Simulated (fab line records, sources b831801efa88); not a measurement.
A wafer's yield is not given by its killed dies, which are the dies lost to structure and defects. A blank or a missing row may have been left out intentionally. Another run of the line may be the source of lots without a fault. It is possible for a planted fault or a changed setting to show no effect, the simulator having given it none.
Struck lot and sound lot, side by side	flow sfq_line	25 steps out of a route of 325
Sound: these wafers, L811.1, L811.3, L811.4. The struck wafers were L827.1, L827.4. The cause comes at the end.
Order at every step that has rows: each side's tool, ch and its chambers, its first start. Under that, the readings that differ: sound wafers	struck wafers	difference of the means	sigmas: that difference in standard deviations of wafers without a fault.
alike: a reading whose means differ by less than 2 such deviations, as well as words and numbers matching on both sides. not compared: withheld readings; readings where some wafer has no value; bounds like >300 that might hide an equal value; numbers whose values overlap and for which the record gives no deviation.
Wherever a step has rows on one side only, a row that says differs or no value, or a row with sigmas, the two part there. When numbers do not overlap yet have no deviation, they are printed without sigmas and do not part them. A reading missing from all wafers of one side parts the sides only when that side holds two or more wafers.

first, 6 steps without rows for these wafers: SFQ_TRILAYER_M7_LITHO_COAT_182 (resist thk 62 nm); SFQ_TRILAYER_M7_LITHO_COAT_177 (resist thk 600 nm); SFQ_TRILAYER_M7_LITHO_SOFTBAKE_181; SFQ_TRILAYER_M7_LITHO_EXPOSE_178 (exposes mask M7, target cd 500 nm); SFQ_TRILAYER_M7_LITHO_PEB_180 (peb time 60 s); SFQ_TRILAYER_M7_LITHO_DEVELOP_179 (time 60 s).
SFQ_M7_OVL_MEAS_945:
  sound: overlay-02 at day 69 13:21; struck: overlay-02 at day 78 14:59
  alike: M7_OVL
SFQ_TRILAYER_M7_BARC_OPEN_METAL_ETCH_229: etches BARC in O2, target depth 125 nm, time 41.7 s.
  sound on rie_metal-03 ch 0,1, day 69 13:23; struck on rie_metal-02 ch 0,1, day 78 15:01
  alike: drypump_motor_current_A, oes_product_au
  not compared: rf_hours_counter_h
then, 1 step without rows for these wafers: SFQ_TRILAYER_M7_ETCH_METAL_ETCH_180 (etches Nb in Cl2/Ar, stops on SiO2, target depth 240 nm, time 120 s).
SFQ_TRILAYER_M7_STRIP_STRIP_181: strips in O2.
  sound on rie_metal-03 ch 0,1, day 69 13:34; struck on rie_metal-02 ch 0,1, day 78 15:12
  alike: drypump_motor_current_A, oes_product_au
  not compared: rf_hours_counter_h
then, 1 step without rows for these wafers: SFQ_TRILAYER_M7_STRIP_SOLV_CLEAN_182 (cleans in NMP, time 600 s).
SFQ_TRILAYER_I7_DEP_PECVD_183: deposits SiO2 from SiH4/N2O, time 111.11 s, target thk 500 nm.
  sound on pecvd-01 ch 0,2, day 69 14:20; struck on pecvd-04 ch 0,1, day 78 15:59
  alike: heater_power_outer_w, heater_power_w, throttle_valve_pct
SFQ_TRILAYER_I7_CMP_CMP_184: polishes SiO2.
  sound on cmp-02 ch 0,1,2, day 70 02:54; struck on cmp-01 ch 0,2, day 78 16:04
reading	sound	struck	difference	sigmas
time_to_endpoint_s (s)	211 212 213	199 199	-13	-2
model.SiO2_of_TRILAYER_I7_DEP_PECVD_183.thk_nm (nm)	200 200.4 200.3	219.6 220	+19.6	
  alike: head_pressure_psi, motor_current_A
SFQ_I7_BOW_MEAS_946:
  sound: film_metro-02 at day 70 05:54; struck: film_metro-01 at day 78 19:04
  alike: I7_BOW
SFQ_TRILAYER_I7_METRO_MEASURE_185:
  sound: film_metro-02 at day 70 06:01; struck: film_metro-01 at day 78 19:11
reading	sound	struck	difference	sigmas
thk_nm (nm)	200.1 200.4 200.4	219.5 219.8	+19.3	+22
then, 6 steps without rows for these wafers: SFQ_TRILAYER_I7_VIA_LITHO_COAT_192 (resist thk 62 nm); SFQ_TRILAYER_I7_VIA_LITHO_COAT_187 (resist thk 650 nm); SFQ_TRILAYER_I7_VIA_LITHO_SOFTBAKE_191; SFQ_TRILAYER_I7_VIA_LITHO_EXPOSE_188 (exposes mask I7, target cd 1000 nm); SFQ_TRILAYER_I7_VIA_LITHO_PEB_190 (peb time 60 s); SFQ_TRILAYER_I7_VIA_LITHO_DEVELOP_189 (time 60 s).
SFQ_I7_OVL_MEAS_947:
  sound: overlay-02 at day 71 03:45; struck: overlay-01 at day 78 22:45
  alike: I7_OVL
SFQ_TRILAYER_I7_VIA_BARC_OPEN_VIA_ETCH_260: etches BARC in O2, target depth 125 nm, time 41.7 s.
  sound on rie_diel-03 ch 1,2,3, day 71 03:47; struck on rie_diel-04 ch 0,1, day 78 22:47
  alike: drypump_motor_current_A, oes_product_au
  not compared: rf_hours_counter_h
SFQ_TRILAYER_I7_VIA_ETCH_VIA_ETCH_190: etches SiO2 in CHF3, stops on Nb, target depth 260 nm.
  sound on rie_diel-03 ch 1,2,3, day 71 03:49; struck on rie_diel-04 ch 0,1, day 78 22:50
reading	sound	struck	difference	sigmas
oes_product_au (a.u.)	0.860 0.848 0.851	0.903 0.908	+0.052	+11
model.etch.depth_nm (nm)	200 200.4 200.3	219.6 220	+19.6	
model.I7.feature_depth_nm (nm)	200 200.4 200.3	219.6 220	+19.6	
  alike: drypump_motor_current_A
SFQ_TRILAYER_I7_VIA_STRIP_STRIP_191: strips in O2.
  sound on rie_metal-01 ch 0,1, day 71 03:56; struck on rie_metal-02 ch 0,1, day 78 22:56
  alike: drypump_motor_current_A, oes_product_au
  not compared: rf_hours_counter_h

## WHERE THEY PART
At SFQ_TRILAYER_I7_CMP_CMP_184 first; at SFQ_TRILAYER_I7_VIA_ETCH_VIA_ETCH_190 last (within this record only). Later steps at which nothing parts them and some readings are alike: SFQ_TRILAYER_I7_VIA_STRIP_STRIP_191.

WHY: the cause the simulator had injected
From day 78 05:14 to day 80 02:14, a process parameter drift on cmp-01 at SFQ_TRILAYER_I7_CMP_CMP_184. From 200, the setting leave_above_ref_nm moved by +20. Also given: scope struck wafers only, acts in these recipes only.
